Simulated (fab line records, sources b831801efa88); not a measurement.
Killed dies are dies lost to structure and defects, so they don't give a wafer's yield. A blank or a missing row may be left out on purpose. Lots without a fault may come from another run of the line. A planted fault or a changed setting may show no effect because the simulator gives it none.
Problem report in the 8D (eight disciplines) form, filled by code | flow sky130 | the parts of the form that need people (team, actions taken, sign-off) are left out

1. THE PROBLEM
CONTACT_CVD_00_THK at SKY_CONTACT_THK_MEAS_01 reads a mean of 89.9 nm on 2 wafers of 1 lot; wafers without a fault read 75.8 nm with a standard deviation of 1.3. That is +11 standard deviations from the usual mean.
First seen on wafer L440.1, day 39 10:33, on film_metro-01. The record holds 39 wafers of 13 lots with a number at this step. Rule for "out", or "out of limits": more than 4 standard deviations from the usual mean. The other wafers with a number count as sound.

2. WHAT IT IS AND WHAT IT IS NOT
question                    | is                 | is not
which readings at this step | CONTACT_CVD_00_THK | -
which lots                  | L440               | L424, L425, L426, L427, L428, L434, L435, L436, L438, L444, L445, L446
which wafers of those lots  | L440.1, L440.4     | L440.3
read on which gauges        | film_metro-01      | film_metro-02, film_metro-04
when                        | from day 39 10:33  | up to then (31 sound wafers); but 6 sound wafers of L445, L446 came after

3. SUSPECTS, AND WHAT RULES EACH OUT
Counting: a tool at a process step up to the reading stays a suspect if it ran every lot that is out. Sound lots after the first of them don't rule it out here, since some wafers of a struck lot are sound.
- the gauge at SKY_CONTACT_THK_MEAS_01: ruled out. All the wafers that are out were read on film_metro-01, but those of them that SKY_CONTACT_ETCH_18 has rows for are out there too, on other tools.
- rie_diel-01 at SKY_LI_CONTACT_ETCH_14 (etches BARC in N2/H2, stops on SiO2, time 45.9 s, target depth 60 nm): kept. It ran the lot that is out, L440 (day 38 07:07); its last sound lot up to then is L435 (day 32 03:04).
- pvd_sputter-02 at SKY_LI_CONTACT_SPUTTER_20 (material TiN, target thk 20 nm, time 80 s): kept. It ran the lot that is out, L440 (day 38 07:37); its last sound lot up to then is L427 (day 31 14:13).
- plasma_asher-02 at SKY_LOCAL_INTERCONNECT_STRIP_15 (strips in O2/N2): kept. It ran the lot that is out, L440 (day 39 09:55); its last sound lot up to then is L434 (day 33 04:14).
- pecvd-04 at SKY_CONTACT_CVD_00 (deposits Si3N4, target thk 75 nm): kept. It ran the lot that is out, L440 (day 39 10:31); its last sound lot up to then is L436 (day 33 10:04).
- Within rie_diel-01 at SKY_LI_CONTACT_ETCH_14: the wafers that are out ran in chambers 0, 2; their sound lot-mates ran in chamber 3.
- Within plasma_asher-02 at SKY_LOCAL_INTERCONNECT_STRIP_15: the wafers that are out ran in chamber 1; their sound lot-mates ran in chamber 0.
- Within pecvd-04 at SKY_CONTACT_CVD_00: the wafers that are out ran in chamber 0; their sound lot-mates ran in chamber 2.
Left after counting: rie_diel-01 at SKY_LI_CONTACT_ETCH_14, pvd_sputter-02 at SKY_LI_CONTACT_SPUTTER_20, plasma_asher-02 at SKY_LOCAL_INTERCONNECT_STRIP_15, pecvd-04 at SKY_CONTACT_CVD_00.

4. THE CAUSE (what the simulator had put in)
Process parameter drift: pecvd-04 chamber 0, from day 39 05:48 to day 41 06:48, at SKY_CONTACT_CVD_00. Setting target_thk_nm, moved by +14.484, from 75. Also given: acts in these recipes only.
Counting left 4 suspects, and this tool is among them.

5. THE CHAIN OF EFFECTS, in route order
Each row: a reading whose mean over the struck wafers that have a number lies more than 3 standard deviations from the usual. Only readings for which the record gives a usual standard deviation are gone through. hours: the time from each lot's start at the first step in this table that gives one to its start at this step, as a median over the lots. sigmas: the change in usual standard deviations.
hours | step                    | reading            | usual      | on struck wafers | change | sigmas
0     | SKY_CONTACT_THK_MEAS_01 | CONTACT_CVD_00_THK | 75.8 nm    | 89.9             | +14.1  | +11
-     | SKY_CONTACT_ETCH_18     | oes_product_au     | 0.859 a.u. | 0.954            | +0.095 | +10
The process steps in it:
- SKY_CONTACT_ETCH_18: etches Si3N4 in CHF3/O2, stops on TiN, time 39 s, target depth 75 nm.

6. WHAT WOULD HAVE CAUGHT IT SOONER
In this record the first reading out of limits at a measuring or inspecting step was taken at day 39 10:33, 5 hours after the fault began at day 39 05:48.
Of the tool readings at SKY_CONTACT_CVD_00 for which the record gives a usual standard deviation, none was out on any struck wafer, so an alarm limit of 4 standard deviations on them would not have fired.
All the lots that are out (1) had begun SKY_CONTACT_CVD_00 on pecvd-04 by day 39 10:33. A hold on the tool at that time would have spared none of them.
